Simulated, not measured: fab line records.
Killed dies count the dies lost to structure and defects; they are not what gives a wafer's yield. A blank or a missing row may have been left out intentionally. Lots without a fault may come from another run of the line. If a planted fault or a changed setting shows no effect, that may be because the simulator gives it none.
Comparing a struck lot with a sound one ; flow sky130 ; 16 steps out of a route of 708
Sound: these wafers, L721.1, L721.4, L721.6. The struck wafers were L711.2, L711.4, L711.6. The cause comes at the end.
At each step with rows: each side's tool, then ch and its chambers, then its first start. Under that, the readings that differ: sound wafers ; struck wafers ; difference of the means ; sigmas: that difference in standard deviations of wafers without a fault.
alike: readings whose means differ by less than 2 such deviations, and words and numbers that are the same on both sides. not compared: withheld readings, readings that some wafer has no value for, bounds like >300 that may hide the same value, and numbers for which the record gives no deviation and whose values overlap.
Wherever a step has rows on one side only, a row that says differs or no value, or a row with sigmas, the two part there. Numbers that don't overlap but have no deviation are shown without sigmas and don't part them. A reading that every wafer of one side lacks parts them only if that side has two wafers or more.

SKY_SD_N_OVL_MEAS_08:
  sound: overlay-01 at day 34 10:39; struck: overlay-01 at day 31 06:20
  alike: SD_N_OVL
then, 2 steps without rows for these wafers: SKY_SD_N_IMPLANT_09; SKY_SD_N_IMPLANT_10.
SKY_SD_N_STRIP_11: strips in O2/N2.
  sound on plasmaAsher-03 ch 0,1, day 34 10:59; struck on plasmaAsher-04 ch 1, day 31 06:40
reading;sound;struck;difference;sigmas
drypumpMotorCurrentA (A);5.5 5.5 5.9;4.9 4.9 4.9;-0.7;-2
  alike: oesProductAu, stripTimeToEndpointS
  not compared: rfHoursCounterH
SKY_SD_N_TW_MEAS_12:
  sound: filmMetro-02 at day 34 11:05; struck: filmMetro-01 at day 31 06:47
  alike: SD_N_TW
then, 1 step without rows for these wafers: SKY_SD_N_CLEAN_13 (cleans in SC1/SC2, time 150 s).
SKY_SD_N_RTA_14: time 2 s.
  sound on rtpAnneal-01 ch 0, day 34 11:12; struck on rtpAnneal-01 ch 0, day 31 06:53
  alike: annealTempCMax, lampPowerPct, wafer_temp_C_max
SKY_SD_N_RS_MEAS_16: measurement is done with a four-point probe.
  sound: filmMetro-03 at day 34 11:26; struck: filmMetro-02 at day 31 07:04
  alike: SD_N_RS
SKY_SD_N_RS_MEAS_17: measurement is done with a four-point probe.
  sound: filmMetro-03 at day 34 11:33; struck: filmMetro-02 at day 31 07:11
  alike: SD_P_RS
SKY_SD_N_RS_MEAS_18: measurement is done with a four-point probe.
  sound: filmMetro-03 at day 34 11:40; struck: filmMetro-02 at day 31 07:19
reading;sound;struck;difference;sigmas
RES_XHIGH_RS (ohm/sq);331.5 330.9 333.2;334.9 335.2 334.5;+3.0;+2
then, 1 step without rows for these wafers: SKY_SALICIDE_CLEAN_00 (cleans in HF-last, time 30 s).
SKY_LI_CONTACT_HDPCVD_00: deposits PSG, target thk 930 nm, time 155 s.
  sound on hdpcvd-02 ch 1,2, day 34 11:55; struck on hdpcvd-02 ch 0,1,2, day 31 07:26
reading;sound;struck;difference;sigmas
sih4FlowSccm (sccm);60.17 59.86 60.12;72.15 72.20 71.98;+12.06;+63
model.PSG_of_LI_CONTACT_HDPCVD_00.thkNm (nm);923 926.8 913.9;1102 1113 1102;+184;
SKY_LI_CONTACT_THK_MEAS_01:
  sound: filmMetro-01 at day 34 12:02; struck: filmMetro-01 at day 31 07:33
reading;sound;struck;difference;sigmas
LI_CONTACT_HDPCVD_THK (nm);923 927 914;1102 1112 1102;+184;+20
SKY_LI_CONTACT_CMP_02: polishes PSG.
  sound on cmp-01 ch 1,3, day 34 12:20; struck on cmp-01 ch 1,2, day 31 07:36
reading;sound;struck;difference;sigmas
timeToEndpointS (s);30.7 31.9 29.1;48.9 49.3 48.8;+18.4;+8
  alike: motorCurrentA
SKY_LI_CONTACT_BOW_MEAS_03:
  sound: filmMetro-03 at day 34 12:35; struck: filmMetro-02 at day 31 07:55
  alike: LI_CONTACT_BOW
-- here the record skips 17 days between the struck wafers' starts before and after, leaving off in module LI_CONTACT and picking up in module PAD_OPEN (first step shown: number 708 of the route) --
SKY_PAD_OPEN_PROBE_99:
  only the struck wafers here have rows in the record (prober-02, day 48 05:32); the sound ones have none

== WHERE THEY PART ==
Earliest at SKY_SD_N_STRIP_11; latest, in this record, at SKY_PAD_OPEN_PROBE_99.

WHY: what had been put in by the simulator
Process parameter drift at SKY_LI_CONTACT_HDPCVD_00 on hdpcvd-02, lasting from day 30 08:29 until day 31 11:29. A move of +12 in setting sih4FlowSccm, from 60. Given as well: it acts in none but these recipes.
